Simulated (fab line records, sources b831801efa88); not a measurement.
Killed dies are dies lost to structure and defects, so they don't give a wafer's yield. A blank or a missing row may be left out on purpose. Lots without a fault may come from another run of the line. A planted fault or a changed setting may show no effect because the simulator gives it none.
fab line records | flow sky130
record lots=7 wafers=21 last_day=50
route steps=708 shown VT_ADJUST_PCH@152 SONOS_TUNNEL@154 PAD_OPEN@708
lots that met no fault: from a run of the same line without faults
start_h: hours from the record's first day to the start of the lot's first wafer shown | wait_h: hours since the lot's step before | " the same as in the row above | L1.1+2: a row that stands for several wafers | - no value, or no start given | * or withheld: withheld | < > ~ a bound
route shown NAME@n: a module of which the file shows steps, and the number in the route of the first | usual: mean/standard deviation of fault-free wafers | same: alike in all rows | chamber/n: place in a boat | sites: the reading at each site | _std_site: their standard deviation | _edge_site: outer sites' mean less inner sites' | radius_mm: how far each site lies from the wafer's centre | mask NAME#n: copy n | behind: the tool/chamber that last shaped the wafer | hold: why the lot was held/for how many hours/how that ended | device: the transistor (n, p or np) that didn't switch | end of line: the same wafers' tests at the end of the route | a step without rows: its recipe alone | killed: dies lost to structure and defects at the first sort, not the wafer's yield | map: a wafer's dies, x killed, . not, _ none there
set.NAME: the setting as run; set.NAME@STEP: as run at that earlier step | model.NAME: the simulator's own value behind a step, which no gauge read
lots at some steps of the route; a table a step, a row a wafer
services: from which hour (start_h, from the record's first day; less than 0 if before it) a tool's chamber was out of use, for how many hours, and why
## steps
# step SKY_VT_ADJUST_PCH_STRIP_09
# recipe chemistry=O2/N2 power_w=1400 pressure_mtorr=1500 platen_temp_c=withheld o2_flow_sccm=3000 n2_flow_sccm=300 overash_fraction=0.5
# usual drypump_motor_current_A=5.5/0.58 o2_flow_sccm=3001/9.3 oes_product_au=0.722/0.0045 strip_time_to_endpoint_s=36.92/0.082
# columns lot.wafer tool chamber start_h wait_h drypump_motor_current_A o2_flow_sccm oes_product_au rf_hours_counter_h strip_time_to_endpoint_s
L723.1 plasma_asher-02 0 229.42 0.1 4.8 2996 0.720 43 36.91
L723.4 " 1 " " 5.0 3005 0.723 - 37.00
L723.6 " 1 " " 5.0 3000 0.720 - 37.06
L724.4 plasma_asher-04 0 236.04 0.1 5.4 2997 0.718 - 36.88
L724.5 " 1 " " 4.9 3005 0.724 - 36.84
L724.6 " 0 " " 5.5 2984 0.713 - 36.88
L730.1 plasma_asher-01 1 276.45 0.1 6.0 2993 0.719 60 36.93
L730.2 " 0 " " 6.2 3009 0.725 60 36.99
L730.6 " 1 " " 6.0 2987 0.720 - 36.93
L733.3 plasma_asher-02 1 305.70 0.1 5.0 2987 0.725 - 36.92
L733.5 " 1 " " 5.0 2987 0.722 - 36.93
L733.6 " 0 " " 4.8 3002 0.722 - 36.93
L743.1 plasma_asher-01 0 376.05 0.1 6.2 2995 0.729 70 36.88
L743.3 " 0 " " 6.2 2994 0.718 - 36.79
L743.5 " 1 " " 6.0 3002 0.724 - 36.75
L744.2 plasma_asher-02 0 382.65 0.1 4.8 2995 0.723 57 36.79
L744.4 " 0 " " 4.8 3011 0.719 - 36.85
L744.5 " 0 " " 4.8 3000 0.725 - 36.88
L745.2 plasma_asher-01 1 389.82 0.1 6.0 2995 0.732 72 36.83
L745.4 " 1 " " 6.0 3003 0.728 - 36.93
L745.6 " 0 " " 6.2 2998 0.726 - 36.95
# step SKY_VT_ADJUST_PCH_TW_MEAS_10
# usual VT_ADJUST_PCH_TW=143.8/0.88
# columns lot.wafer tool chamber start_h wait_h VT_ADJUST_PCH_TW
L723.1 film_metro-04 - 229.52 0.1 142.6
L723.4 " - " " 143.0
L723.6 " - " " 142.0
L724.4 film_metro-03 - 236.13 0.1 145.1
L724.5 " - " " 144.5
L724.6 " - " " 143.7
L730.1 film_metro-04 - 276.55 0.1 143.4
L730.2 " - " " 143.2
L730.6 " - " " 142.4
L733.3 film_metro-04 - 305.79 0.1 143.4
L733.5 " - " " 144.2
L733.6 " - " " 144.0
L743.1 film_metro-03 - 376.15 0.1 143.3
L743.3 " - " " 144.1
L743.5 " - " " 143.4
L744.2 film_metro-04 - 382.76 0.1 143.4
L744.4 " - " " 142.8
L744.5 " - " " 142.6
L745.2 film_metro-01 - 389.93 0.1 144.5
L745.4 " - " " 144.2
L745.6 " - " " 144.7
# step SKY_SONOS_TUNNEL_DEHYDRATE_00
# recipe temp_c=200 time_s=60
# step SKY_SONOS_TUNNEL_HMDS_01
# recipe prime_time_s=60 prime_temp_c=120
# step SKY_SONOS_TUNNEL_COAT_02
# recipe resist=NOVOLAK spin_rpm=3000 resist_thk_nm=1155
# step SKY_SONOS_TUNNEL_SOFTBAKE_03
# recipe temp_c=90 time_s=60 resist=NOVOLAK
# step SKY_SONOS_TUNNEL_EXPOSE_04
# recipe mask_id=TUNM na=0.6 source_shape=conventional sigma_outer=0.6 polarization=unpolarized target_cd_nm=410 dose_mj=136
# step SKY_SONOS_TUNNEL_PEB_05
# recipe temp_c=withheld time_s=* resist=NOVOLAK
# step SKY_SONOS_TUNNEL_DEVELOP_06
# recipe resist=NOVOLAK developer=TMAH develop_time_s=60 dev_temp_c=23
# step SKY_SONOS_TUNNEL_CD_MEAS_07
# recipe target_cd_nm=410
# usual cd_nm=410.3/1.9
# columns lot.wafer tool chamber start_h wait_h cd_nm
L723.1 cd_sem-02 - 252.26 0.1 410.0
L723.4 " - " " 410.6
L723.6 " - " " 411.0
L724.4 cd_sem-02 - 259.32 0.1 408.6
L724.5 " - " " 408.8
L724.6 " - " " 406.9
L730.1 cd_sem-01 - 301.78 0.1 409.3
L730.2 " - " " 409.9
L730.6 " - " " 408.8
L733.3 cd_sem-02 - 331.47 0.1 413.1
L733.5 " - " " 413.1
L733.6 " - " " 411.1
L743.1 cd_sem-02 - 405.87 0.1 412.7
L743.3 " - " " 412.0
L743.5 " - " " 414.7
L744.2 cd_sem-02 - 411.75 0.1 409.9
L744.4 " - " " 412.2
L744.5 " - " " 411.2
L745.2 cd_sem-02 - 419.67 0.1 410.8
L745.4 " - " " 413.2
L745.6 " - " " 412.5
# step SKY_SONOS_TUNNEL_OVL_MEAS_08
# usual SONOS_TUNNEL_OVL=0.6/1.4
# columns lot.wafer tool chamber start_h wait_h SONOS_TUNNEL_OVL[nm]
L723.1 overlay-01 - 252.38 0.1 1.8
L723.4 " - " " -0.2
L723.6 " - " " 0.7
L724.4 overlay-01 - 259.39 0.1 1.6
L724.5 " - " " 1.4
L724.6 " - " " 2.7
L730.1 overlay-02 - 301.90 0.1 0.5
L730.2 " - " " 0.1
L730.6 " - " " 0.0
L733.3 overlay-02 - 331.56 0.1 0.9
L733.5 " - " " 1.3
L733.6 " - " " 1.3
L743.1 overlay-02 - 405.99 0.1 -1.8
L743.3 " - " " -1.4
L743.5 " - " " -1.5
L744.2 overlay-02 - 411.85 0.1 2.0
L744.4 " - " " 1.8
L744.5 " - " " 2.1
L745.2 overlay-01 - 419.78 0.1 0.0
L745.4 " - " " 1.0
L745.6 " - " " 1.1
# step SKY_SONOS_TUNNEL_IMPLANT_09
# recipe species=B energy_kev=20 dose_cm2=1e+12 tilt_deg=withheld
# step SKY_SONOS_TUNNEL_WET_ETCH_10
# recipe chemistry=dHF target_depth_nm=14 target=SiO2 dilution=100:1 temp_c=25 time_s=280
# usual bath_heat_duty_pct=6.2/0.81 run_length_s=309/3.6
# columns lot.wafer tool chamber start_h wait_h bath_heat_duty_pct run_length_s
L723.1 wet_bench-02 3 252.56 0.1 6.5 306
L723.4 " 3 " " 6.3 306
L723.6 " 3 " " 5.6 306
L724.4 wet_bench-04 3 259.56 0.1 6.9 306
L724.5 " 3 " " 6.6 306
L724.6 " 3 " " 6.9 306
L730.1 wet_bench-04 3 302.24 0.2 6.6 306
L730.2 " 3 " " 7.1 306
L730.6 " 3 " " 6.3 306
L733.3 wet_bench-02 3 331.74 0.1 6.4 307
L733.5 " 3 " " 5.4 307
L733.6 " 3 " " 6.0 307
L743.1 wet_bench-03 2 406.17 0.1 - -
L743.3 " 2 " " - -
L743.5 " 2 " " - -
L744.2 wet_bench-02 0 412.03 0.1 - -
L744.4 " 0 " " - -
L744.5 " 0 " " - -
L745.2 wet_bench-02 3 419.96 0.1 - -
L745.4 " 3 " " - -
L745.6 " 3 " " - -
# step SKY_SONOS_TUNNEL_STRIP_11
# recipe chemistry=SPM time_s=600 temp_c=130
# step SKY_PAD_OPEN_PROBE_99
# usual killed_at_M0_to_M3=43/7.1 killed_at_M4_up=3/1.7 killed_at_contacts=25/5.6 killed_at_front_end=16/4.1 killed_at_other=0.2/0.49 killed_dies=87/9.8 killed_on_rim=17/3.8 killed_open=47/7.6 killed_short=40/6.1
# same gross_dies=492 killed_at_back_side=0
# columns lot.wafer tool chamber start_h wait_h killed_at_M0_to_M3 killed_at_M4_up killed_at_contacts killed_at_front_end killed_at_other killed_dies killed_on_rim killed_open killed_short
L723.1 prober-01 - 1085.42 0.1 51 6 23 17 1 98 17 57 41
L723.4 prober-01 - 1085.57 0.2 40 3 40 19 1 103 17 64 39
L723.6 prober-01 - 1085.67 0.2 40 6 28 21 1 96 19 54 42
L724.4 prober-02 - 1087.52 0.2 49 1 24 12 0 86 18 44 42
L724.5 prober-02 - 1087.57 0.2 37 3 18 14 0 72 15 36 36
L724.6 prober-02 - 1087.62 0.2 53 2 17 14 0 86 16 34 52
L730.1 prober-02 - 1116.87 0.1 47 3 25 25 0 100 18 45 55
L730.2 prober-02 - 1116.92 0.1 33 6 27 15 0 81 14 43 38
L730.6 prober-02 - 1117.12 0.2 42 5 18 20 0 85 13 53 32
L733.3 prober-01 - 1138.74 0.2 46 2 28 22 1 99 24 58 41
L733.5 prober-01 - 1138.84 0.2 44 4 26 13 0 87 19 50 37
L733.6 prober-01 - 1138.89 0.2 45 6 24 14 0 89 24 60 29
L743.1 prober-02 - 1185.77 0.1 51 4 20 417 0 492 96 38 48
L743.3 prober-02 - 1185.87 0.2 43 3 13 432 1 492 96 38 40
L743.5 prober-02 - 1185.97 0.2 51 5 17 419 0 492 96 43 46
L744.2 prober-01 - 1190.27 0.1 39 1 32 420 0 492 96 51 37
L744.4 prober-01 - 1190.37 0.2 49 2 21 420 0 492 96 52 40
L744.5 prober-01 - 1190.42 0.2 38 2 29 422 1 492 96 44 34
L745.2 prober-02 - 1192.04 0.1 37 2 19 434 0 492 96 29 49
L745.4 prober-02 - 1192.14 0.2 38 3 21 430 0 492 96 42 33
L745.6 prober-02 - 1192.24 0.2 42 2 15 433 0 492 96 40 33
# killed by level:class
L723.1 CONTACT:geometric_particle:open=12 VIA3:geometric_particle:open=11 METAL2:geometric_particle:short=8 VIA1:geometric_particle:open=7 VIA1:geometric_particle:short=6 FIELD_ISO:geometric_particle:open=5 VIA2:geometric_particle:open=5 METAL4:geometric_particle:short=5
L723.4 CONTACT:geometric_particle:open=14 LI_CONTACT:geometric_particle:open=12 VIA1:geometric_particle:open=8 VIA3:geometric_particle:open=7 LOCAL_INTERCONNECT:geometric_particle:short=7 METAL2:geometric_particle:short=7 VIA2:geometric_particle:open=7 POLY_GATE:geometric_particle:open=6
L723.6 LI_CONTACT:geometric_particle:open=13 VIA1:geometric_particle:open=11 POLY_GATE:geometric_particle:open=8 POLY_GATE:geometric_particle:short=5 VIA1:geometric_particle:short=5 VIA2:geometric_particle:open=5 FIELD_ISO:geometric_particle:open=4 LOCAL_INTERCONNECT:geometric_particle:short=4
L724.4 VIA1:geometric_particle:open=11 VIA2:geometric_particle:open=8 CONTACT:geometric_particle:open=8 METAL2:geometric_particle:short=8 VIA1:geometric_particle:short=7 VIA2:geometric_particle:short=5 VIA3:geometric_particle:open=4 LI_CONTACT:geometric_particle:short=4
L724.5 VIA1:geometric_particle:open=7 VIA3:geometric_particle:open=6 FIELD_ISO:geometric_particle:open=5 METAL1:geometric_particle:short=5 LI_CONTACT:geometric_particle:open=5 VIA1:geometric_particle:short=5 METAL2:geometric_particle:short=4 POLY_GATE:geometric_particle:open=4
L724.6 VIA1:geometric_particle:open=11 VIA2:geometric_particle:open=9 CONTACT:geometric_particle:short=9 VIA1:geometric_particle:short=8 FIELD_ISO:geometric_particle:short=6 VIA2:geometric_particle:short=6 METAL3:geometric_particle:short=6 FIELD_ISO:geometric_particle:open=3
L730.1 CONTACT:geometric_particle:open=8 VIA2:geometric_particle:short=7 POLY_GATE:geometric_particle:open=6 POLY_GATE:geometric_particle:short=6 LI_CONTACT:geometric_particle:short=6 VIA1:geometric_particle:short=6 VIA1:geometric_particle:open=6 LI_CONTACT:geometric_particle:open=5
L730.2 CONTACT:geometric_particle:open=7 VIA2:geometric_particle:open=7 VIA3:geometric_particle:short=7 LOCAL_INTERCONNECT:geometric_particle:short=6 VIA3:geometric_particle:open=6 CONTACT:geometric_particle:short=5 POLY_GATE:geometric_particle:open=4 LOCAL_INTERCONNECT:geometric_particle:open=4
L730.6 CONTACT:geometric_particle:open=8 VIA1:geometric_particle:open=8 FIELD_ISO:geometric_particle:short=6 VIA2:geometric_particle:open=6 VIA3:geometric_particle:open=6 FIELD_ISO:geometric_particle:open=5 LI_CONTACT:geometric_particle:open=5 VIA1:geometric_particle:short=5
L733.3 VIA1:geometric_particle:open=10 CONTACT:geometric_particle:short=9 FIELD_ISO:geometric_particle:open=8 VIA2:geometric_particle:open=8 CONTACT:geometric_particle:open=7 LI_CONTACT:geometric_particle:open=7 METAL1:geometric_particle:short=7 VIA3:geometric_particle:open=6
L733.5 CONTACT:geometric_particle:open=12 VIA1:geometric_particle:open=9 FIELD_ISO:geometric_particle:open=7 VIA3:geometric_particle:open=7 VIA1:geometric_particle:short=6 VIA2:geometric_particle:open=6 METAL2:geometric_particle:short=5 FIELD_ISO:geometric_particle:short=4
L733.6 VIA1:geometric_particle:open=18 LI_CONTACT:geometric_particle:open=9 VIA3:geometric_particle:open=8 CONTACT:geometric_particle:open=7 FIELD_ISO:geometric_particle:short=4 LOCAL_INTERCONNECT:geometric_particle:short=4 VIA2:geometric_particle:open=4 CONTACT:geometric_particle:short=3
L743.1 SONOS_TUNNEL:area_etch=406 VIA1:geometric_particle:open=14 VIA1:geometric_particle:short=7 CONTACT:geometric_particle:short=6 METAL2:geometric_particle:short=6 POLY_GATE:geometric_particle:open=5 LI_CONTACT:geometric_particle:open=5 METAL1:geometric_particle:short=5
L743.3 SONOS_TUNNEL:area_etch=414 VIA3:geometric_particle:open=8 METAL2:geometric_particle:short=6 VIA1:geometric_particle:short=6 VIA1:geometric_particle:open=6 POLY_GATE:geometric_particle:open=5 CONTACT:geometric_particle:open=5 VIA2:geometric_particle:open=5
L743.5 SONOS_TUNNEL:area_etch=403 VIA1:geometric_particle:open=18 CONTACT:geometric_particle:short=9 POLY_GATE:geometric_particle:open=6 METAL2:geometric_particle:short=6 VIA2:geometric_particle:short=6 VIA3:geometric_particle:open=6 FIELD_ISO:geometric_particle:short=4
L744.2 SONOS_TUNNEL:area_etch=404 LI_CONTACT:geometric_particle:open=10 CONTACT:geometric_particle:open=9 VIA1:geometric_particle:open=9 FIELD_ISO:geometric_particle:short=6 CONTACT:geometric_particle:short=5 METAL1:geometric_particle:short=5 FIELD_ISO:geometric_particle:open=4
L744.4 SONOS_TUNNEL:area_etch=400 CONTACT:geometric_particle:open=10 VIA1:geometric_particle:short=9 VIA3:geometric_particle:open=9 VIA1:geometric_particle:open=8 METAL1:geometric_particle:short=7 FIELD_ISO:geometric_particle:open=6 CONTACT:geometric_particle:short=6
L744.5 SONOS_TUNNEL:area_etch=414 CONTACT:geometric_particle:open=13 VIA1:geometric_particle:open=9 LI_CONTACT:geometric_particle:open=7 VIA1:geometric_particle:short=6 VIA2:geometric_particle:open=6 VIA3:geometric_particle:open=6 CONTACT:geometric_particle:short=5
L745.2 SONOS_TUNNEL:area_etch=414 POLY_GATE:geometric_particle:short=8 METAL1:geometric_particle:short=7 LI_CONTACT:geometric_particle:open=6 VIA2:geometric_particle:short=5 LOCAL_INTERCONNECT:geometric_particle:short=5 CONTACT:geometric_particle:open=5 VIA1:geometric_particle:short=5
L745.4 SONOS_TUNNEL:area_etch=417 CONTACT:geometric_particle:open=10 VIA1:geometric_particle:open=7 METAL1:geometric_particle:short=5 METAL2:geometric_particle:short=5 FIELD_ISO:geometric_particle:open=4 POLY_GATE:geometric_particle:open=4 LI_CONTACT:geometric_particle:short=4
L745.6 SONOS_TUNNEL:area_etch=419 METAL1:geometric_particle:short=8 VIA3:geometric_particle:open=8 METAL2:geometric_particle:short=7 VIA1:geometric_particle:open=7 CONTACT:geometric_particle:open=7 FIELD_ISO:geometric_particle:short=4 VIA1:geometric_particle:short=4
# map L743.1 (x killed, . not)
__________xxxxxxxxxx_________
________xxxxxxxxxxxxxx_______
______xxxxxxxxxxxxxxxxxx_____
_____xxxxxxxxxxxxxxxxxxxx____
____xxxxxxxxxxxxxxxxxxxxxx___
___xxxxxxxxxxxxxxxxxxxxxxxx__
__xxxxxxxxxxxxxxxxxxxxxxxxxx_
_xxxxxxxxxxxxxxxxxxxxxxxxxxxx
_xxxxxxxxxxxxxxxxxxxxxxxxxxxx
_xxxxxxxxxxxxxxxxxxxxxxxxxxxx
_xxxxxxxxxxxxxxxxxxxxxxxxxxxx
_xxxxxxxxxxxxxxxxxxxxxxxxxxxx
_xxxxxxxxxxxxxxxxxxxxxxxxxxxx
_xxxxxxxxxxxxxxxxxxxxxxxxxxxx
_xxxxxxxxxxxxxxxxxxxxxxxxxxxx
__xxxxxxxxxxxxxxxxxxxxxxxxxx_
___xxxxxxxxxxxxxxxxxxxxxxxx__
____xxxxxxxxxxxxxxxxxxxxxx___
_____xxxxxxxxxxxxxxxxxxxx____
______xxxxxxxxxxxxxxxxxx_____
________xxxxxxxxxxxxxx_______
__________xxxxxxxxxx_________
# map L744.2 (x killed, . not)
__________xxxxxxxxxx_________
________xxxxxxxxxxxxxx_______
______xxxxxxxxxxxxxxxxxx_____
_____xxxxxxxxxxxxxxxxxxxx____
____xxxxxxxxxxxxxxxxxxxxxx___
___xxxxxxxxxxxxxxxxxxxxxxxx__
__xxxxxxxxxxxxxxxxxxxxxxxxxx_
_xxxxxxxxxxxxxxxxxxxxxxxxxxxx
_xxxxxxxxxxxxxxxxxxxxxxxxxxxx
_xxxxxxxxxxxxxxxxxxxxxxxxxxxx
_xxxxxxxxxxxxxxxxxxxxxxxxxxxx
_xxxxxxxxxxxxxxxxxxxxxxxxxxxx
_xxxxxxxxxxxxxxxxxxxxxxxxxxxx
_xxxxxxxxxxxxxxxxxxxxxxxxxxxx
_xxxxxxxxxxxxxxxxxxxxxxxxxxxx
__xxxxxxxxxxxxxxxxxxxxxxxxxx_
___xxxxxxxxxxxxxxxxxxxxxxxx__
____xxxxxxxxxxxxxxxxxxxxxx___
_____xxxxxxxxxxxxxxxxxxxx____
______xxxxxxxxxxxxxxxxxx_____
________xxxxxxxxxxxxxx_______
__________xxxxxxxxxx_________
## services
# columns tool chamber start_h hours kind
plasma_asher-04 - 218.97 2.8 pm
plasma_asher-01 - 263.81 0.4 repair
plasma_asher-02 - 320.15 2.8 pm
plasma_asher-02 - 334.47 5.1 repair
wet_bench-04 - 374.74 1.4 repair
## key
first_sign step=SKY_SONOS_TUNNEL_WET_ETCH_10 reading=tool_record direction=missing
effect step=SKY_PAD_OPEN_PROBE_99 reading=killed_at_front_end direction=up sigmas=99+ usual=16 struck=425
more_kills_born_at SKY_SONOS_TUNNEL_WET_ETCH_10@wet_bench-02=2468 SKY_SONOS_TUNNEL_WET_ETCH_10@wet_bench-03=1223
met_at SKY_SONOS_TUNNEL_WET_ETCH_10
struck_wafers L743.1,L743.3,L743.5,L744.2,L744.4,L744.5,L745.2,L745.4,L745.6
later_rows_left_out L743.1,L743.3,L743.5,L744.2,L744.4,L744.5,L745.2,L745.4,L745.6
tester_left_out L743,L744,L745
onset_between 331.74 406.17
fault kind=skipped_step_whole tool=wet_bench-02,wet_bench-03 chamber=- onset_h=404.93 steps=SKY_SONOS_TUNNEL_WET_ETCH_10 scope=struck_lots_only
# tester_left_out: of these lots the tester's yield and bins aren't shown, on N5 and GAA mostly nor the transistor test; their killed dies are dies lost to structure and defects alone, not to doping, threshold or leakage, so they don't give the yield
# later_rows_left_out: the simulator's readings of these wafers behind a module that went badly wrong aren't trusted and aren't shown, but for the sort
